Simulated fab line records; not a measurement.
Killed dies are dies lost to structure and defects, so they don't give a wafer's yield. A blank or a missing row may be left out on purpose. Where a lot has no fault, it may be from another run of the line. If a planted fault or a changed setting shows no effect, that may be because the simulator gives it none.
fab line records    flow gf180mcu
[record] lots = 5  wafers = 15  last_day = 34
route steps=602 shown MVSD@70 MVPSD@78 VT_IMPLANT@90
lots untouched by any fault: they come from a run of this same line in which no faults occurred
start_h: the number of hours between the record's first day and the start of the first shown wafer of the lot    wait_h: how many hours have passed since the lot's step before this one    " as in the row above    L1.1+2: one row covering several wafers at once    - no value, or no start given    * or withheld: withheld    < > ~ a bound
route shown NAME@n: NAME is a module with steps in the file, n the number in the route of the first one    usual: mean/standard deviation of fault-free wafers    same: alike in all rows    chamber/n: place in a boat    sites: per-site readings    _std_site: standard deviation across them    _edge_site: outer sites' mean less inner sites'    radius_mm: for every site, how far away it sits from the centre of the wafer    mask NAME#n: copy n    behind: the tool/chamber that last shaped the wafer    hold: cause of the lot's hold/its duration in hours/its outcome    device: names the non-switching transistor (n, p or np)    end of line: tests of these same wafers at the route's end    step lacking rows: just its recipe    killed: the dies lost at the first sort to structure and to defects; this is not the yield of the wafer    map: per-die view of a wafer (x killed, . not killed, _ where there is no die)
set.NAME: the setting as run; set.NAME@STEP: as run at that earlier step    model.NAME: the simulator's own value behind a step, which no gauge read
a table for each step, a row for each wafer; lots at some steps of the route
services: when a tool's chamber went out of use (start_h, in hours from the record's first day, below 0 if earlier), for how many hours, and the reason
[[steps]]
[step GF_MVSD_EXPOSE_04]
[recipe] mask_id = MVSD  target_cd_nm = 1000  na = 0.6  source_shape = conventional  sigma_outer = 0.6  dose_mj = 260
[step GF_MVSD_PEB_05]
[recipe] temp_c = 115  time_s = withheld
[step GF_MVSD_DEVELOP_06]
[recipe] wall_angle_deg = 90  develop_time_s = 60  dev_temp_c = 23
[step GF_MVSD_OVL_MEAS_07]
[usual] MVSD_OVL = -0.8/1.3
lot.wafer  tool        chamber  start_h  wait_h  MVSD_OVL[nm]
L135.1     overlay-01  -        94.95    -       -0.6
L135.5     "           -        "        "       -1.1
L135.6     "           -        "        "       0.5
L138.1     overlay-01  -        114.03   -       -0.1
L138.2     "           -        "        "       1.3
L138.4     "           -        "        "       -0.7
L148.1     overlay-02  -        171.33   -       -1.6
L148.2     "           -        "        "       -1.5
L148.5     "           -        "        "       -1.1
L153.1     overlay-01  -        199.88   -       -1.2
L153.3     "           -        "        "       -2.8
L153.4     "           -        "        "       -1.5
L156.1     overlay-01  -        215.55   -       -0.5
L156.2     "           -        "        "       -1.3
L156.6     "           -        "        "       -0.6
[step GF_MVSD_IMPLANT_08]
[recipe] species = P  energy_kev = 400  dose_cm2 = 1.6e+13  tilt_deg = 0
[step GF_MVSD_IMPLANT_09]
[recipe] species = P  energy_kev = 100  dose_cm2 = 5e+12  tilt_deg = 0
[step GF_MVSD_STRIP_10]
[recipe] chemistry = O2/N2  power_w = 1400  pressure_mtorr = 1500  platen_temp_c = 250  o2_flow_sccm = 3000  n2_flow_sccm = 300  overash_fraction = 0.5
[usual] drypump_motor_current_A = 5.8/0.63  heater_power_w = 360/51  n2_flow_sccm = 300.0/0.87  oes_product_au = 0.723/0.0047  platen_temp_c = 250.01/0.18  strip_time_to_endpoint_s = 36.97/0.11
lot.wafer  tool             chamber  start_h  wait_h  drypump_motor_current_A  heater_power_w  n2_flow_sccm  oes_product_au  platen_temp_c  rf_hours_counter_h  strip_time_to_endpoint_s
L135.1     plasma_asher-01  0        95.29    0.1     6.6                      404             301.5         0.720           250.24         45                  36.81
L135.5     "                0        "        "       6.7                      409             301.4         0.726           250.17         -                   36.88
L135.6     "                1        "        "       6.0                      326             300.9         0.718           249.97         -                   36.89
L138.1     plasma_asher-04  1        114.44   0.2     5.2                      424             300.6         0.714           250.04         48                  37.00
L138.2     "                0        "        "       5.0                      299             300.9         0.716           249.83         48                  36.95
L138.4     "                0        "        "       5.0                      297             300.3         0.724           249.70         -                   37.09
L148.1     plasma_asher-04  0        171.67   0.1     5.0                      294             299.9         0.726           249.91         55                  37.00
L148.2     "                1        "        "       5.2                      439             299.6         0.728           250.23         55                  36.99
L148.5     "                1        "        "       5.2                      436             299.8         0.723           249.95         -                   36.92
L153.1     plasma_asher-01  1        200.22   0.1     6.0                      323             299.7         0.720           250.20         54                  36.89
L153.3     "                1        "        "       6.0                      320             301.1         0.713           250.06         -                   36.93
L153.4     "                0        "        "       6.6                      419             301.3         0.725           249.88         -                   36.82
L156.1     plasma_asher-03  0        215.89   0.1     5.4                      351             299.6         0.734           250.09         10                  37.16
L156.2     "                1        "        "       5.1                      324             300.3         0.725           250.33         10                  37.06
L156.6     "                0        "        "       5.4                      352             300.8         0.716           250.18         -                   37.05
[step GF_MVSD_TW_MEAS_11]
[usual] MVSD_TW = 1588/21
lot.wafer  tool           chamber  start_h  wait_h  MVSD_TW
L135.1     film_metro-04  -        95.39    0.1     1580
L135.5     "              -        "        "       1576
L135.6     "              -        "        "       1581
L138.1     film_metro-03  -        114.54   0.1     1621
L138.2     "              -        "        "       1615
L138.4     "              -        "        "       1615
L148.1     film_metro-03  -        171.77   0.1     1608
L148.2     "              -        "        "       1611
L148.5     "              -        "        "       1600
L153.1     film_metro-01  -        200.32   0.1     1556
L153.3     "              -        "        "       1563
L153.4     "              -        "        "       1567
L156.1     film_metro-01  -        215.99   0.1     1556
L156.2     "              -        "        "       1566
L156.6     "              -        "        "       1567
[step GF_MVPSD_DEHYDRATE_00]
[recipe] temp_c = 200  time_s = 60
[step GF_MVPSD_HMDS_01]
[recipe] prime_time_s = 60  prime_temp_c = 120
[step GF_MVPSD_COAT_02]
[recipe] spin_rpm = 2000  resist_thk_nm = 3000
[step GF_MVPSD_SOFTBAKE_03]
[recipe] temp_c = 110  time_s = withheld
[step GF_MVPSD_EXPOSE_04]
[recipe] mask_id = MVPSD  target_cd_nm = 1000  na = 0.6  source_shape = conventional  sigma_outer = 0.6  dose_mj = 260
[usual] reticle_temp_C = 22.99/0.092
[same] na = 0.6
lot.wafer  tool              chamber  start_h  wait_h  mask     reticle_temp_C
L135.1     iline_stepper-01  0        102.77   -       MVPSD#0  23.00
L135.5     "                 0        "        "       MVPSD#0  23.05
L135.6     "                 0        "        "       MVPSD#0  22.85
L138.1     iline_stepper-02  0        121.75   -       MVPSD#0  23.02
L138.2     "                 0        "        "       MVPSD#0  22.94
L138.4     "                 0        "        "       MVPSD#0  23.05
L148.1     iline_stepper-01  0        179.98   -       MVSD#0   23.07
L148.2     "                 0        "        "       MVSD#0   23.03
L148.5     "                 0        "        "       MVSD#0   22.99
L153.1     iline_stepper-01  0        208.22   -       MVPSD#0  22.96
L153.3     "                 0        "        "       MVPSD#0  23.12
L153.4     "                 0        "        "       MVPSD#0  22.92
L156.1     iline_stepper-01  0        225.27   -       MVPSD#0  22.92
L156.2     "                 0        "        "       MVPSD#0  22.97
L156.6     "                 0        "        "       MVPSD#0  23.01
[step GF_MVPSD_PEB_05]
[recipe] temp_c = 115  time_s = withheld
[step GF_MVPSD_DEVELOP_06]
[recipe] wall_angle_deg = 90  develop_time_s = 60  dev_temp_c = 23
[step GF_MVPSD_OVL_MEAS_07]
[usual] MVPSD_OVL = 0.4/1.5
lot.wafer  tool        chamber  start_h  wait_h  MVPSD_OVL[nm]
L135.1     overlay-02  -        109.98   -       1.9
L135.5     "           -        "        "       1.4
L135.6     "           -        "        "       1.3
L138.1     overlay-02  -        129.29   -       -0.2
L138.2     "           -        "        "       -1.5
L138.4     "           -        "        "       -0.9
L148.1     overlay-02  -        188.34   -       -
L148.2     "           -        "        "       -
L148.5     "           -        "        "       -
L153.1     overlay-02  -        216.50   -       1.1
L153.3     "           -        "        "       2.0
L153.4     "           -        "        "       2.1
L156.1     overlay-02  -        233.45   -       -1.1
L156.2     "           -        "        "       0.2
L156.6     "           -        "        "       -0.8
[step GF_MVPSD_IMPLANT_08]
[recipe] species = B  energy_kev = 170  dose_cm2 = 1.5e+13  tilt_deg = 0
[step GF_MVPSD_IMPLANT_09]
[recipe] species = B  energy_kev = 40  dose_cm2 = 5e+12  tilt_deg = 0
[step GF_MVPSD_STRIP_10]
[recipe] chemistry = O2/N2  power_w = 1400  pressure_mtorr = 1500  platen_temp_c = 250  o2_flow_sccm = 3000  n2_flow_sccm = 300  overash_fraction = 0.5
[usual] drypump_motor_current_A = 5.4/0.32  heater_power_w = 352/46  n2_flow_sccm = 300.0/0.94  oes_product_au = 0.722/0.0047  platen_temp_c = 250.00/0.18  strip_time_to_endpoint_s = 36.92/0.11
lot.wafer  tool             chamber  start_h  wait_h  drypump_motor_current_A  heater_power_w  n2_flow_sccm  oes_product_au  platen_temp_c  rf_hours_counter_h  strip_time_to_endpoint_s
L135.1     plasma_asher-02  1        110.31   0.1     5.7                      328             299.5         0.727           250.14         32                  36.87
L135.5     "                0        "        "       5.9                      360             299.3         0.726           249.99         -                   36.93
L135.6     "                1        "        "       5.7                      334             299.8         0.718           250.09         -                   37.02
L138.1     plasma_asher-03  0        129.63   0.1     5.4                      344             299.0         0.714           249.94         2                   37.05
L138.2     "                1        "        "       5.1                      336             297.8         0.726           249.85         2                   37.11
L138.4     "                0        "        "       5.4                      348             299.6         0.725           250.09         -                   37.11
L148.1     plasma_asher-03  1        188.68   0.1     5.1                      327             300.4         0.728           249.66         7                   36.92
L148.2     "                0        "        "       5.4                      351             303.1         0.714           249.74         7                   37.12
L148.5     "                1        "        "       5.1                      330             300.9         0.728           249.74         -                   36.94
L153.1     plasma_asher-03  1        216.84   0.1     5.1                      331             300.5         0.720           249.79         10                  36.91
L153.3     "                1        "        "       5.1                      325             300.4         0.726           250.12         -                   36.90
L153.4     "                0        "        "       5.4                      348             301.4         0.725           250.14         -                   36.75
L156.1     plasma_asher-02  0        233.79   0.1     5.9                      370             299.9         0.726           249.72         46                  37.10
L156.2     "                1        "        "       5.7                      331             301.5         0.723           250.10         46                  37.15
L156.6     "                1        "        "       5.7                      327             301.2         0.720           250.11         -                   37.09
[step GF_MVPSD_TW_MEAS_11]
[usual] MVPSD_TW = 557/7.3
lot.wafer  tool           chamber  start_h  wait_h  MVPSD_TW
L135.1     film_metro-03  -        110.41   0.1     566
L135.5     "              -        "        "       570
L135.6     "              -        "        "       566
L138.1     film_metro-03  -        129.73   0.1     564
L138.2     "              -        "        "       565
L138.4     "              -        "        "       567
L148.1     film_metro-03  -        188.78   0.1     30
L148.2     "              -        "        "       31
L148.5     "              -        "        "       31
L153.1     film_metro-01  -        216.94   0.1     546
L153.3     "              -        "        "       549
L153.4     "              -        "        "       550
L156.1     film_metro-03  -        233.89   0.1     562
L156.2     "              -        "        "       563
L156.6     "              -        "        "       566
[step GF_VT_IMPLANT_DEHYDRATE_00]
[recipe] temp_c = 200  time_s = 60
[[services]]
tool              chamber  start_h  hours  kind
plasma_asher-03   -        108.75   9.0    pm
plasma_asher-03   0        108.75   9.0    vent_cycle
plasma_asher-03   1        108.75   9.0    vent_cycle
iline_stepper-01  -        112.72   1.7    pm
plasma_asher-01   -        112.94   14.6   pm
plasma_asher-03   0        117.75   -      clean
plasma_asher-03   1        117.75   -      clean
plasma_asher-03   -        167.78   1.4    repair
plasma_asher-03   -        169.81   0.5    repair
plasma_asher-03   -        199.37   2.8    pm
iline_stepper-02  -        207.35   1.7    pm
[[key]]
[first_sign] step = GF_MVPSD_EXPOSE_04  reading = mask  direction = changed
[effect] step = GF_MVPSD_OVL_MEAS_07  reading = MVPSD_OVL  direction = missing
[effect] step = GF_MVPSD_TW_MEAS_11  reading = MVPSD_TW  direction = down  sigmas = 72  usual = 557  struck = 30
met_at GF_MVPSD_EXPOSE_04
struck_wafers L148.1,L148.2,L148.5
sort_left_out L148.1,L148.2,L148.5
tester_left_out L148
onset_between 102.77 179.98
[fault] kind = wrong_mask  tool = any  chamber = -  onset_h = 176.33  steps = GF_MVPSD_EXPOSE_04  aux_copy = MVSD#0  scope = struck_lots_only
// tester_left_out: of these lots the tester's yield and bins aren't shown, on N5 and GAA mostly nor the transistor test; their killed dies are dies lost to structure and defects alone, not to doping, threshold or leakage, so they don't give the yield
// sort_left_out: the simulated sort isn't trusted on such a fault, so these wafers' sort isn't shown, and their yield isn't known
